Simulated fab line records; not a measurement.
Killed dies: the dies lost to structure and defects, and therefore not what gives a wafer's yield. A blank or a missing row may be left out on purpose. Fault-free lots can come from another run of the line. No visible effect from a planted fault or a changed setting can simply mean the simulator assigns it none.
fab line records	flow gf180mcu
record: lots: 24	wafers: 72	last_day: 35
route steps=602 shown V1@361 V2@400 M3@425 V3@434 M4@456
lots untouched by any fault: they come from a run of this same line in which no faults occurred
start_h: hours from the record's opening day to when the first of the lot's shown wafers began	wait_h: time in hours since the lot's previous step	" as in the row above	L1.1+2: a single row standing in for several wafers	- no value, or no start was given	* or withheld: withheld	< > ~ a bound
route shown NAME@n: NAME is a module with steps in the file, n the number in the route of the first one	usual: the fault-free wafers' mean and standard deviation	same: alike in all rows	chamber/n: place in a boat	sites: per-site readings	_std_site: standard deviation across them	_edge_site: the outer-site mean with the inner-site mean subtracted	radius_mm: how far each site lies from the wafer's centre	mask NAME#n: copy n	behind: the last tool/chamber to shape the wafer	hold: the reason the lot was held/the length of the hold in hours/how it ended	device: which transistor (n, p or np) failed to switch	end of line: at the end of the route, the tests of the same wafers	for a step that has no rows: nothing shown but its recipe	killed: dies lost to structure and defects at the first sort, not the wafer's yield	map: per-die view of a wafer (x killed, . not killed, _ where there is no die)
set.NAME: the setting as run; set.NAME@STEP: as run at that earlier step	model.NAME: the simulator's own value behind a step, which no gauge read
the route's steps for a sample of lots (tables are steps, rows are wafers)
services: when a tool's chamber went out of use (start_h, in hours from the record's first day, below 0 if earlier), for how many hours, and the reason
== steps ==
step: GF_V1_CMP_26
recipe: stop_on: SiO2	down_force_psi: 3.5	platen_rpm: 60	t_overpolish_s: 15	target_thk_nm: 0	pad_velocity_m_s: 0.94248
usual: motor_current_A: 11.5/0.59	overpolish_run_s: 14.999/0.0086	time_to_endpoint_s: 83/4.6
lot.wafer	tool	chamber	start_h	wait_h	motor_current_A	overpolish_run_s	time_to_endpoint_s
L074.3	cmp-02	1	437.68	0.0	10.4	14.984	85
L074.2	"	3	"	"	11.7	14.992	91
L074.4	"	0	"	"	12.5	14.989	90
L075.4	cmp-02	2	447.27	0.1	13.0	14.994	83
L075.5	"	0	"	"	12.5	14.996	88
L075.6	"	1	"	"	10.5	14.995	76
L076.1	cmp-01	1	451.03	0.1	10.7	14.990	85
L076.2	"	3	"	"	11.2	14.993	82
L076.3	"	0	"	"	11.5	15.000	83
L077.1	cmp-01	3	467.00	0.2	11.6	14.995	84
L077.4	"	1	"	"	11.1	14.998	81
L077.2	"	2	"	"	10.9	14.981	86
L078.2	cmp-01	0	479.88	0.1	11.8	15.014	79
L078.4	"	1	"	"	11.0	15.000	84
L078.6	"	2	"	"	11.1	14.987	86
L079.4	cmp-01	1	487.33	0.0	11.6	14.990	84
L079.1	"	2	"	"	10.7	14.993	88
L079.3	"	3	"	"	11.4	14.993	85
L080.2	cmp-02	0	487.78	0.0	12.4	15.000	86
L080.1	"	2	"	"	12.1	14.999	82
L080.5	"	0	"	"	11.1	15.000	88
L081.1	cmp-01	3	504.18	0.1	11.6	14.999	82
L081.5	"	2	"	"	10.6	14.977	82
L081.6	"	3	"	"	11.5	14.981	85
L082.2	cmp-01	2	504.63	0.2	11.8	15.016	81
L082.6	"	3	"	"	10.9	14.989	80
L082.5	"	0	"	"	11.2	15.002	77
L083.2	cmp-02	2	518.13	0.1	12.1	14.996	88
L083.4	"	3	"	"	11.8	15.003	89
L083.5	"	1	"	"	10.6	14.993	86
L084.4	cmp-02	1	524.95	0.1	10.6	14.996	85
L084.2	"	3	"	"	11.6	14.997	92
L084.5	"	0	"	"	12.4	15.012	88
L085.3	cmp-01	1	535.12	0.1	11.0	14.994	78
L085.2	"	3	"	"	11.7	14.994	80
L085.6	"	0	"	"	12.1	14.996	79
L086.2	cmp-01	0	537.57	0.1	11.6	14.992	78
L086.4	"	2	"	"	11.4	15.000	82
L086.6	"	0	"	"	12.1	14.990	78
L087.4	cmp-01	0	545.68	0.0	11.9	15.010	77
L087.3	"	1	"	"	11.7	14.987	78
L087.1	"	2	"	"	11.0	15.005	82
L088.1	cmp-02	2	552.43	0.1	12.6	15.000	85
L088.4	"	3	"	"	12.6	15.000	90
L088.3	"	1	"	"	11.2	15.000	87
L089.2	cmp-01	0	563.85	0.1	12.1	14.997	77
L089.1	"	2	"	"	10.9	15.000	81
L089.5	"	3	"	"	11.2	15.002	83
L090.4	cmp-02	0	568.33	0.2	12.3	15.008	87
L090.6	"	1	"	"	10.4	15.005	85
L090.5	"	2	"	"	13.0	14.994	87
L091.3	cmp-01	1	576.18	0.1	11.0	15.005	79
L091.1	"	2	"	"	11.1	15.018	80
L091.6	"	0	"	"	11.7	14.993	78
L092.3	cmp-02	3	580.58	0.0	11.6	14.998	87
L092.4	"	0	"	"	11.6	14.998	91
L092.6	"	3	"	"	12.1	14.992	90
L093.4	cmp-01	2	584.41	0.0	11.4	14.996	83
L093.3	"	3	"	"	11.3	15.000	77
L093.1	"	0	"	"	11.6	14.985	75
L094.2	cmp-01	0	593.61	0.0	11.6	14.995	77
L094.1	"	2	"	"	11.7	14.995	84
L094.3	"	3	"	"	11.5	14.988	77
L095.1	cmp-02	3	600.52	0.1	11.5	15.006	89
L095.3	"	0	"	"	11.8	15.020	92
L095.6	"	3	"	"	12.1	15.007	93
L096.4	cmp-01	0	607.93	0.0	11.5	14.996	78
L096.2	"	3	"	"	11.8	14.993	77
L096.5	"	1	"	"	11.0	14.996	75
L097.3	cmp-01	0	617.97	0.1	11.1	15.008	79
L097.6	"	3	"	"	11.5	15.002	84
L097.5	"	0	"	"	11.8	14.990	81
step: GF_V2_STRIP_18
recipe: chemistry: O2/N2	power_w: 1400	pressure_mtorr: 1500	platen_temp_c: 250	o2_flow_sccm: 3000	n2_flow_sccm: 300	overash_fraction: 0.5
usual: drypump_motor_current_A: 5.9/0.53	heater_power_w: 326/13	oes_product_au: 0.592/0.0046	platen_temp_c: 249.99/0.19
lot.wafer	tool	chamber	start_h	wait_h	drypump_motor_current_A	heater_power_w	oes_product_au	platen_temp_c	rf_hours_counter_h
L074.2	plasma_asher-04	0	489.29	-	6.1	351	0.589	249.78	87
L074.3	"	1	"	"	6.7	327	0.590	249.98	-
L074.4	"	0	"	"	6.1	341	0.606	249.91	-
L075.4	plasma_asher-04	1	498.43	-	6.7	323	0.595	250.13	-
L075.5	"	1	"	"	6.7	319	0.589	250.07	-
L075.6	"	0	"	"	6.1	347	0.588	250.00	-
L076.1	plasma_asher-04	1	502.86	-	6.7	310	0.592	249.93	88
L076.2	"	0	"	"	6.1	363	0.596	249.94	88
L076.3	"	0	"	"	6.1	351	0.590	249.99	-
L077.1	plasma_asher-01	1	517.90	-	5.9	325	0.588	249.58	9
L077.2	"	0	"	"	5.2	332	0.597	249.78	9
L077.4	"	0	"	"	5.2	315	0.590	249.86	-
L078.2	plasma_asher-01	1	529.81	-	5.9	322	0.586	249.82	10
L078.4	"	0	"	"	5.2	330	0.600	250.04	-
L078.6	"	0	"	"	5.2	330	0.595	250.32	-
L079.1	plasma_asher-03	0	536.29	-	6.2	331	0.591	249.92	78
L079.3	"	0	"	"	6.2	340	0.595	250.02	-
L079.4	"	1	"	"	5.2	302	0.592	250.19	-
L080.1	plasma_asher-03	0	537.51	-	6.2	326	0.590	250.08	78
L080.2	"	1	"	"	5.2	307	0.588	250.05	78
L080.5	"	1	"	"	5.2	309	0.596	250.01	-
L081.1	plasma_asher-04	0	553.46	-	6.1	343	0.598	250.06	92
L081.5	"	1	"	"	6.7	326	0.589	250.29	-
L081.6	"	0	"	"	6.1	348	0.591	250.16	-
L082.2	plasma_asher-01	0	553.64	-	5.2	323	0.593	250.22	12
L082.5	"	0	"	"	5.2	327	0.588	249.97	-
L082.6	"	1	"	"	5.9	326	0.590	249.86	-
L083.2	plasma_asher-03	1	566.57	-	5.2	307	0.597	250.40	81
L083.4	"	0	"	"	6.2	335	0.598	250.10	-
L083.5	"	0	"	"	6.2	331	0.592	249.89	-
L084.2	plasma_asher-04	0	571.49	-	6.0	359	0.585	249.82	94
L084.4	"	0	"	"	6.0	347	0.596	250.03	-
L084.5	"	1	"	"	6.7	323	0.588	249.77	-
L085.2	plasma_asher-04	1	579.89	-	6.7	319	0.592	250.12	95
L085.3	"	1	"	"	6.7	323	0.595	250.06	-
L085.6	"	0	"	"	6.1	359	0.588	249.90	-
L086.2	plasma_asher-03	0	582.00	-	6.2	322	0.595	249.94	83
L086.4	"	0	"	"	6.2	326	0.597	250.03	-
L086.6	"	0	"	"	6.2	320	0.598	250.02	-
L087.1	plasma_asher-03	0	590.66	-	6.2	326	0.592	249.66	84
L087.3	"	0	"	"	6.2	333	0.595	249.72	-
L087.4	"	1	"	"	5.2	304	0.584	249.91	-
L088.1	plasma_asher-04	0	595.75	-	6.1	351	0.588	250.08	97
L088.3	"	0	"	"	6.1	360	0.591	250.00	-
L088.4	"	1	"	"	6.7	320	0.600	250.06	-
L089.1	plasma_asher-03	0	606.01	-	6.2	334	0.591	250.20	85
L089.2	"	1	"	"	5.2	310	0.589	250.36	85
L089.5	"	0	"	"	6.2	330	0.598	250.37	-
L090.4	plasma_asher-01	0	612.02	-	5.2	328	0.588	250.01	-
L090.5	"	0	"	"	5.2	327	0.593	250.07	-
L090.6	"	1	"	"	5.9	332	0.592	249.87	-
L091.1	plasma_asher-01	1	620.44	-	5.9	327	0.595	250.13	19
L091.3	"	1	"	"	5.9	321	0.591	249.91	-
L091.6	"	1	"	"	5.9	320	0.588	249.91	-
L092.3	plasma_asher-03	1	625.14	-	5.2	306	0.595	249.79	-
L092.4	"	0	"	"	6.2	337	0.593	250.17	-
L092.6	"	0	"	"	6.2	333	0.587	249.96	-
L093.1	plasma_asher-03	0	628.19	-	6.2	327	0.600	250.29	88
L093.3	"	1	"	"	5.2	309	0.599	249.85	-
L093.4	"	0	"	"	6.2	326	0.592	249.96	-
L094.1	plasma_asher-03	0	637.54	-	6.2	324	0.583	249.44	88
L094.2	"	1	"	"	5.2	309	0.595	249.90	88
L094.3	"	1	"	"	5.2	309	0.590	250.11	-
L095.1	plasma_asher-03	0	643.85	-	6.2	326	0.591	250.07	89
L095.3	"	0	"	"	6.2	328	0.594	250.06	-
L095.6	"	1	"	"	5.2	315	0.589	250.19	-
L096.2	plasma_asher-03	0	650.96	-	6.2	327	0.588	250.20	90
L096.4	"	0	"	"	6.2	325	0.582	250.12	-
L096.5	"	0	"	"	6.2	333	0.593	250.21	-
L097.3	plasma_asher-01	1	661.24	-	5.9	320	0.588	249.72	-
L097.5	"	1	"	"	5.9	324	0.589	250.06	-
L097.6	"	0	"	"	5.2	324	0.594	250.00	-
step: GF_M3_METAL_ETCH_16
recipe: chemistry: Cl2/BCl3	mask_material: KrF	target_depth_nm: 627.5	stop_on: SiO2	pressure_mtorr: 8	icp_w: 800	bias_w: 140	Cl2_flow_sccm: 80	bcl3_flow_sccm: 40	time_s: 104.6
usual: drypump_motor_current_A: 6.3/0.44	oes_product_au: 0.973/0.0062	throttle_valve_pct: 28.249/0.0097
lot.wafer	tool	chamber	start_h	wait_h	drypump_motor_current_A	oes_product_au	rf_hours_counter_h	throttle_valve_pct
L074.2	rie_metal-04	1	514.83	0.0	6.5	0.967	9	28.248
L074.3	"	0	"	"	6.7	0.968	-	28.254
L074.4	"	1	"	"	6.5	0.976	-	28.257
L075.4	rie_metal-02	0	526.12	0.0	5.7	0.974	-	28.252
L075.5	"	0	"	"	5.7	0.973	-	28.257
L075.6	"	1	"	"	6.5	0.977	-	28.251
L076.1	rie_metal-04	1	527.26	0.0	6.5	0.966	10	28.251
L076.2	"	0	"	"	6.7	0.965	8	28.258
L076.3	"	0	"	"	6.7	0.973	-	28.243
L077.1	rie_metal-01	0	542.98	0.0	6.0	0.960	8	28.244
L077.2	"	1	"	"	5.5	0.970	10	28.248
L077.4	"	0	"	"	5.9	0.964	-	28.256
L078.2	rie_metal-02	1	554.07	0.0	6.4	0.972	11	28.247
L078.4	"	1	"	"	6.5	0.974	-	28.257
L078.6	"	1	"	"	6.5	0.973	-	28.228
L079.1	rie_metal-01	1	560.72	0.0	5.5	0.976	11	28.234
L079.3	"	0	"	"	5.9	0.974	-	28.233
L079.4	"	1	"	"	5.5	0.966	-	28.256
L080.1	rie_metal-04	0	561.83	0.0	6.7	0.969	9	28.246
L080.2	"	1	"	"	6.5	0.965	11	28.256
L080.5	"	0	"	"	6.7	0.970	-	28.254
L081.1	rie_metal-02	0	575.51	0.0	5.7	0.981	2	28.219
L081.5	"	0	"	"	5.7	0.982	-	28.241
L081.6	"	1	"	"	6.4	0.980	-	28.248
L082.2	rie_metal-04	0	575.86	0.0	6.7	0.970	9	28.253
L082.5	"	0	"	"	6.7	0.975	-	28.257
L082.6	"	1	"	"	6.5	0.962	-	28.239
L083.2	rie_metal-04	0	587.62	0.0	6.7	0.970	10	28.253
L083.4	"	1	"	"	6.5	0.964	-	28.254
L083.5	"	1	"	"	6.5	0.972	-	28.255
L084.2	rie_metal-02	1	593.82	0.0	6.4	0.974	12	28.251
L084.4	"	1	"	"	6.5	0.972	-	28.246
L084.5	"	1	"	"	6.5	0.972	-	28.246
L085.2	rie_metal-01	1	603.31	0.0	5.5	0.983	12	28.245
L085.3	"	1	"	"	5.5	0.971	-	28.241
L085.6	"	1	"	"	5.5	0.973	-	28.269
L086.2	rie_metal-02	0	604.66	0.1	5.7	0.967	-	28.233
L086.4	"	0	"	"	5.7	0.969	-	28.248
L086.6	"	0	"	"	5.7	0.968	-	28.245
L087.1	rie_metal-04	1	613.82	0.0	6.5	0.976	12	28.243
L087.3	"	0	"	"	6.7	0.976	-	28.249
L087.4	"	1	"	"	6.5	0.976	-	28.227
L088.1	rie_metal-04	0	618.08	0.0	6.7	0.984	11	28.247
L088.3	"	1	"	"	6.5	0.979	-	28.237
L088.4	"	0	"	"	6.7	0.979	-	28.243
L089.1	rie_metal-02	0	628.41	0.0	5.7	0.977	4	28.257
L089.2	"	1	"	"	6.4	0.959	0	28.247
L089.5	"	1	"	"	6.4	0.972	-	28.248
L090.4	rie_metal-04	0	634.46	0.0	6.8	0.964	-	28.248
L090.5	"	0	"	"	6.7	0.981	-	28.247
L090.6	"	1	"	"	6.5	0.973	-	28.251
L091.1	rie_metal-04	1	642.51	0.0	6.5	0.989	13	28.234
L091.3	"	1	"	"	6.5	0.977	-	28.234
L091.6	"	1	"	"	6.5	0.987	-	28.248
L092.3	rie_metal-02	1	646.96	0.1	6.4	0.969	-	28.255
L092.4	"	0	"	"	5.7	0.985	-	28.246
L092.6	"	0	"	"	5.7	0.991	-	28.258
L093.1	rie_metal-04	1	649.88	0.0	6.5	0.963	13	28.245
L093.3	"	1	"	"	6.5	0.974	-	28.249
L093.4	"	0	"	"	6.7	0.975	-	28.257
L094.1	rie_metal-02	0	658.36	0.0	5.7	0.970	5	28.249
L094.2	"	1	"	"	6.5	0.971	1	28.247
L094.3	"	0	"	"	5.7	0.979	-	28.244
L095.1	rie_metal-04	1	665.16	0.0	6.5	0.973	14	28.244
L095.3	"	1	"	"	6.5	0.974	-	28.235
L095.6	"	1	"	"	6.5	0.974	-	28.254
L096.2	rie_metal-04	1	672.62	0.0	6.5	0.973	14	28.254
L096.4	"	0	"	"	6.7	0.975	-	28.253
L096.5	"	0	"	"	6.7	0.970	-	28.252
L097.3	rie_metal-01	0	682.45	0.1	5.9	0.972	-	28.245
L097.5	"	0	"	"	5.9	0.964	-	28.265
L097.6	"	1	"	"	5.5	0.966	-	28.254
step: GF_V3_BOW_MEAS_05
recipe: mode: bow
usual: V3_BOW: 120/8
lot.wafer	tool	chamber	start_h	wait_h	V3_BOW[um]
L074.2	film_metro-02	-	516.06	0.1	115
L074.3	"	-	"	"	99
L074.4	"	-	"	"	96
L075.4	film_metro-01	-	527.37	0.3	113
L075.5	"	-	"	"	135
L075.6	"	-	"	"	126
L076.1	film_metro-02	-	528.49	0.2	125
L076.2	"	-	"	"	115
L076.3	"	-	"	"	122
L077.1	film_metro-01	-	544.19	0.2	124
L077.2	"	-	"	"	122
L077.4	"	-	"	"	126
L078.2	film_metro-01	-	555.30	0.1	118
L078.4	"	-	"	"	120
L078.6	"	-	"	"	120
L079.1	film_metro-01	-	561.93	0.1	111
L079.3	"	-	"	"	116
L079.4	"	-	"	"	131
L080.1	film_metro-03	-	563.03	0.2	128
L080.2	"	-	"	"	136
L080.5	"	-	"	"	116
L081.1	film_metro-03	-	576.73	0.1	124
L081.5	"	-	"	"	116
L081.6	"	-	"	"	130
L082.2	film_metro-03	-	577.12	0.3	112
L082.5	"	-	"	"	114
L082.6	"	-	"	"	112
L083.2	film_metro-03	-	588.91	0.3	111
L083.4	"	-	"	"	124
L083.5	"	-	"	"	128
L084.2	film_metro-03	-	595.08	0.3	122
L084.4	"	-	"	"	126
L084.5	"	-	"	"	127
L085.2	film_metro-03	-	604.94	0.3	107
L085.3	"	-	"	"	117
L085.6	"	-	"	"	108
L086.2	film_metro-02	-	606.07	0.2	117
L086.4	"	-	"	"	117
L086.6	"	-	"	"	119
L087.1	film_metro-01	-	615.03	0.1	128
L087.3	"	-	"	"	115
L087.4	"	-	"	"	123
L088.1	film_metro-02	-	619.42	0.2	118
L088.3	"	-	"	"	116
L088.4	"	-	"	"	126
L089.1	film_metro-03	-	629.62	0.1	130
L089.2	"	-	"	"	129
L089.5	"	-	"	"	119
L090.4	film_metro-01	-	635.69	0.2	105
L090.5	"	-	"	"	112
L090.6	"	-	"	"	122
L091.1	film_metro-02	-	643.75	0.2	129
L091.3	"	-	"	"	125
L091.6	"	-	"	"	127
L092.3	film_metro-01	-	648.22	0.1	120
L092.4	"	-	"	"	126
L092.6	"	-	"	"	129
L093.1	film_metro-02	-	651.08	0.1	118
L093.3	"	-	"	"	115
L093.4	"	-	"	"	118
L094.1	film_metro-03	-	659.57	0.2	121
L094.2	"	-	"	"	117
L094.3	"	-	"	"	121
L095.1	film_metro-03	-	666.40	0.1	123
L095.3	"	-	"	"	114
L095.6	"	-	"	"	124
L096.2	film_metro-01	-	673.88	0.3	126
L096.4	"	-	"	"	127
L096.5	"	-	"	"	129
L097.3	film_metro-02	-	683.66	0.2	132
L097.5	"	-	"	"	123
L097.6	"	-	"	"	120
step: GF_M4_SPUTTER_00
recipe: material: Ti	target_thk_nm: 37.5	arriving_ion_energy_ev: 80	substrate_temp_c: 200	chamber_pressure_pa: 2	power_w: 4000	time_s: 150
usual: cathode_dc_power_W: 3999.9/0.7	chamber_pressure_pa: 2.000/0.0038	throttle_valve_pct: 29.9/0.74
lot.wafer	tool	chamber	start_h	wait_h	cathode_dc_power_W	chamber_pressure_pa	throttle_valve_pct
L074.2	pvd_sputter-02	-	541.30	0.1	4000.0	2.005	30.3
L074.3	"	-	"	"	3999.9	1.990	30.0
L074.4	"	-	"	"	4000.1	2.003	29.9
L075.4	pvd_sputter-02	-	551.15	0.2	4000.0	2.000	29.9
L075.5	"	-	"	"	3999.0	2.009	30.3
L075.6	"	-	"	"	3999.8	2.001	29.5
L076.1	pvd_sputter-01	-	552.91	0.1	4000.7	2.001	31.0
L076.2	"	-	"	"	4001.1	2.004	30.4
L076.3	"	-	"	"	3999.7	2.002	30.4
L077.1	pvd_sputter-02	-	568.04	0.2	3999.7	1.996	30.5
L077.2	"	-	"	"	4000.2	2.000	30.3
L077.4	"	-	"	"	4000.9	1.995	29.7
L078.2	pvd_sputter-02	-	577.43	0.2	3999.3	1.995	29.7
L078.4	"	-	"	"	4000.4	2.001	29.8
L078.6	"	-	"	"	4000.4	2.000	30.3
L079.1	pvd_sputter-01	-	582.59	0.2	4000.2	1.997	30.3
L079.3	"	-	"	"	4000.4	1.996	30.3
L079.4	"	-	"	"	3999.4	2.000	29.3
L080.1	pvd_sputter-02	-	583.54	0.2	3998.8	2.000	29.4
L080.2	"	-	"	"	3999.7	2.004	30.0
L080.5	"	-	"	"	4000.2	1.989	30.4
L081.1	pvd_sputter-01	-	599.56	0.2	3999.2	2.000	29.0
L081.5	"	-	"	"	4001.3	1.994	30.5
L081.6	"	-	"	"	4001.0	2.005	30.4
L082.2	pvd_sputter-02	-	599.64	0.1	4000.0	2.000	30.2
L082.5	"	-	"	"	4000.0	1.998	30.0
L082.6	"	-	"	"	4000.4	2.000	30.2
L083.2	pvd_sputter-01	-	611.98	0.1	3999.8	1.997	30.9
L083.4	"	-	"	"	4000.1	2.002	30.5
L083.5	"	-	"	"	3999.4	1.993	30.3
L084.2	pvd_sputter-01	-	617.54	0.1	4000.9	2.001	31.0
L084.4	"	-	"	"	3999.3	2.000	30.3
L084.5	"	-	"	"	4000.5	2.003	31.1
L085.2	pvd_sputter-01	-	627.78	0.2	4000.1	1.998	28.9
L085.3	"	-	"	"	4000.6	1.993	30.2
L085.6	"	-	"	"	3998.7	2.000	29.1
L086.2	pvd_sputter-02	-	628.16	0.2	4000.6	2.000	30.1
L086.4	"	-	"	"	4000.6	1.999	29.6
L086.6	"	-	"	"	3999.5	1.999	30.1
L087.1	pvd_sputter-04	-	637.35	0.1	3999.7	1.997	30.2
L087.3	"	-	"	"	4000.0	1.998	30.0
L087.4	"	-	"	"	4000.2	1.999	29.2
L088.1	pvd_sputter-01	-	641.26	0.2	4001.2	2.000	30.7
L088.3	"	-	"	"	3999.7	2.002	30.4
L088.4	"	-	"	"	4000.1	2.004	29.0
L089.1	pvd_sputter-04	-	651.03	0.2	3999.2	2.005	27.9
L089.2	"	-	"	"	3999.6	2.001	29.9
L089.5	"	-	"	"	3999.9	2.006	29.0
L090.4	pvd_sputter-04	-	657.23	0.2	3999.4	1.997	29.8
L090.5	"	-	"	"	3999.9	1.999	30.1
L090.6	"	-	"	"	4000.5	1.997	27.7
L091.1	pvd_sputter-02	-	665.11	0.2	3999.7	2.003	29.3
L091.3	"	-	"	"	3999.2	2.002	30.1
L091.6	"	-	"	"	3999.6	1.999	29.6
L092.3	pvd_sputter-02	-	669.86	0.2	3999.4	2.000	29.4
L092.4	"	-	"	"	4001.3	2.003	29.8
L092.6	"	-	"	"	3999.2	2.000	29.9
L093.1	pvd_sputter-02	-	672.13	0.1	3999.6	1.995	29.5
L093.3	"	-	"	"	4000.5	2.002	29.7
L093.4	"	-	"	"	3999.4	2.006	30.4
L094.1	pvd_sputter-02	-	680.53	0.1	3999.8	2.005	30.0
L094.2	"	-	"	"	4000.8	2.000	30.0
L094.3	"	-	"	"	3999.9	1.997	29.5
L095.1	pvd_sputter-01	-	688.56	0.2	4001.1	2.001	31.0
L095.3	"	-	"	"	4000.0	2.003	28.9
L095.6	"	-	"	"	4000.1	1.996	28.9
L096.2	pvd_sputter-04	-	694.27	0.1	3999.6	1.996	30.0
L096.4	"	-	"	"	3998.6	1.998	29.3
L096.5	"	-	"	"	3998.8	1.997	29.9
L097.3	pvd_sputter-04	-	704.33	0.2	4000.7	1.996	30.1
L097.5	"	-	"	"	4000.9	2.001	30.3
L097.6	"	-	"	"	3999.3	1.998	27.7
step: GF_M4_SPUTTER_04
recipe: material: TiN	target_thk_nm: 50	power_w: 6500	time_s: 41.7	chamber_pressure_pa: 0.4
usual: cathode_dc_power_W: 6500.1/1.1	chamber_pressure_pa: 0.4000/0.00068	throttle_valve_pct: 29.9/0.75
lot.wafer	tool	chamber	start_h	wait_h	cathode_dc_power_W	chamber_pressure_pa	throttle_valve_pct
L074.2	pvd_sputter-02	-	541.48	0.0	6500.0	0.4003	30.6
L074.3	"	-	"	"	6500.1	0.3992	30.2
L074.4	"	-	"	"	6501.6	0.3989	30.1
L075.4	pvd_sputter-02	-	551.33	0.0	6501.2	0.3998	29.8
L075.5	"	-	"	"	6501.2	0.3986	30.0
L075.6	"	-	"	"	6499.6	0.3998	29.4
L076.1	pvd_sputter-01	-	553.09	0.0	6498.1	0.4000	30.9
L076.2	"	-	"	"	6499.5	0.4002	30.1
L076.3	"	-	"	"	6500.3	0.4007	30.4
L077.1	pvd_sputter-02	-	568.22	0.0	6499.6	0.4017	30.5
L077.2	"	-	"	"	6501.2	0.3985	29.8
L077.4	"	-	"	"	6499.5	0.4001	29.6
L078.2	pvd_sputter-02	-	577.61	0.0	6500.9	0.4011	29.3
L078.4	"	-	"	"	6502.0	0.4012	29.9
L078.6	"	-	"	"	6499.7	0.4006	29.8
L079.1	pvd_sputter-01	-	582.77	0.0	6500.7	0.4007	30.2
L079.3	"	-	"	"	6502.2	0.4009	30.2
L079.4	"	-	"	"	6498.5	0.3991	28.9
L080.1	pvd_sputter-02	-	583.72	0.0	6499.4	0.3987	29.9
L080.2	"	-	"	"	6499.5	0.3996	29.9
L080.5	"	-	"	"	6499.9	0.3998	30.2
L081.1	pvd_sputter-01	-	599.75	0.0	6500.9	0.3995	29.1
L081.5	"	-	"	"	6498.4	0.3999	30.5
L081.6	"	-	"	"	6499.8	0.4008	30.3
L082.2	pvd_sputter-02	-	599.82	0.0	6499.7	0.3995	30.0
L082.5	"	-	"	"	6499.3	0.3996	29.9
L082.6	"	-	"	"	6499.8	0.3994	30.0
L083.2	pvd_sputter-01	-	612.16	0.0	6500.1	0.3999	31.2
L083.4	"	-	"	"	6502.2	0.4005	30.3
L083.5	"	-	"	"	6500.8	0.3989	30.5
L084.2	pvd_sputter-01	-	617.72	0.0	6500.4	0.4001	30.9
L084.4	"	-	"	"	6500.3	0.4004	30.3
L084.5	"	-	"	"	6498.4	0.4000	30.9
L085.2	pvd_sputter-01	-	627.96	0.0	6499.0	0.3985	29.1
L085.3	"	-	"	"	6500.5	0.4007	30.3
L085.6	"	-	"	"	6500.4	0.3988	28.9
L086.2	pvd_sputter-02	-	628.34	0.0	6501.3	0.4007	29.7
L086.4	"	-	"	"	6500.2	0.4004	29.5
L086.6	"	-	"	"	6500.1	0.3992	30.1
L087.1	pvd_sputter-04	-	637.53	0.0	6501.1	0.3997	30.2
L087.3	"	-	"	"	6499.9	0.4001	30.0
L087.4	"	-	"	"	6499.0	0.3995	29.4
L088.1	pvd_sputter-01	-	641.44	0.0	6500.2	0.4005	31.1
L088.3	"	-	"	"	6500.0	0.4000	30.6
L088.4	"	-	"	"	6500.2	0.3991	29.2
L089.1	pvd_sputter-04	-	651.21	0.0	6499.9	0.3998	27.5
L089.2	"	-	"	"	6500.1	0.4001	30.1
L089.5	"	-	"	"	6501.2	0.4001	29.4
L090.4	pvd_sputter-04	-	657.41	0.0	6497.4	0.4021	30.0
L090.5	"	-	"	"	6501.8	0.4024	29.9
L090.6	"	-	"	"	6500.7	0.4008	27.7
L091.1	pvd_sputter-02	-	665.29	0.0	6500.8	0.4012	29.4
L091.3	"	-	"	"	6502.0	0.4008	30.3
L091.6	"	-	"	"	6500.4	0.4001	29.3
L092.3	pvd_sputter-02	-	670.04	0.0	6499.9	0.3992	29.4
L092.4	"	-	"	"	6500.1	0.3994	30.2
L092.6	"	-	"	"	6499.8	0.3998	30.1
L093.1	pvd_sputter-02	-	672.31	0.0	6499.9	0.3996	29.7
L093.3	"	-	"	"	6498.9	0.3992	30.0
L093.4	"	-	"	"	6499.1	0.3997	30.4
L094.1	pvd_sputter-02	-	680.71	0.0	6499.2	0.4002	29.9
L094.2	"	-	"	"	6501.1	0.3994	30.1
L094.3	"	-	"	"	6499.9	0.4008	29.6
L095.1	pvd_sputter-01	-	688.74	0.0	6500.5	0.3998	31.0
L095.3	"	-	"	"	6500.3	0.4011	29.0
L095.6	"	-	"	"	6499.9	0.4009	28.8
L096.2	pvd_sputter-04	-	694.46	0.0	6500.6	0.3998	29.8
L096.4	"	-	"	"	6500.4	0.3999	29.3
L096.5	"	-	"	"	6500.1	0.4003	29.8
L097.3	pvd_sputter-04	-	704.51	0.0	6501.3	0.3996	30.1
L097.5	"	-	"	"	6500.3	0.3996	30.0
L097.6	"	-	"	"	6500.6	0.3986	27.6
== services ==
tool	chamber	start_h	hours	kind
cmp-01	-	417.19	0.5	repair
cmp-01	-	432.03	1.8	repair
rie_metal-04	-	437.46	2.8	pm
rie_metal-04	-	442.25	1.6	repair
cmp-02	-	444.17	1.0	repair
cmp-02	-	448.71	0.8	repair
rie_metal-04	-	454.67	1.1	repair
cmp-01	-	461.29	2.0	repair
cmp-02	-	464.00	8.0	pm
pvd_sputter-04	-	469.47	1.9	repair
cmp-02	-	479.21	4.0	repair
cmp-02	-	490.70	4.7	pm
cmp-01	-	498.12	2.3	repair
cmp-02	-	498.26	0.8	repair
cmp-02	-	525.81	0.3	repair
pvd_sputter-04	-	528.36	100.4	repair
pvd_sputter-01	-	539.03	2.9	repair
rie_metal-04	-	578.30	1.3	repair
plasma_asher-03	-	592.21	4.8	repair
pvd_sputter-01	-	593.55	0.6	repair
pvd_sputter-04	-	619.01	0.9	repair
pvd_sputter-02	-	632.31	5.7	repair
pvd_sputter-01	-	662.82	0.5	repair
pvd_sputter-01	-	697.10	1.8	repair
== key ==
fault none
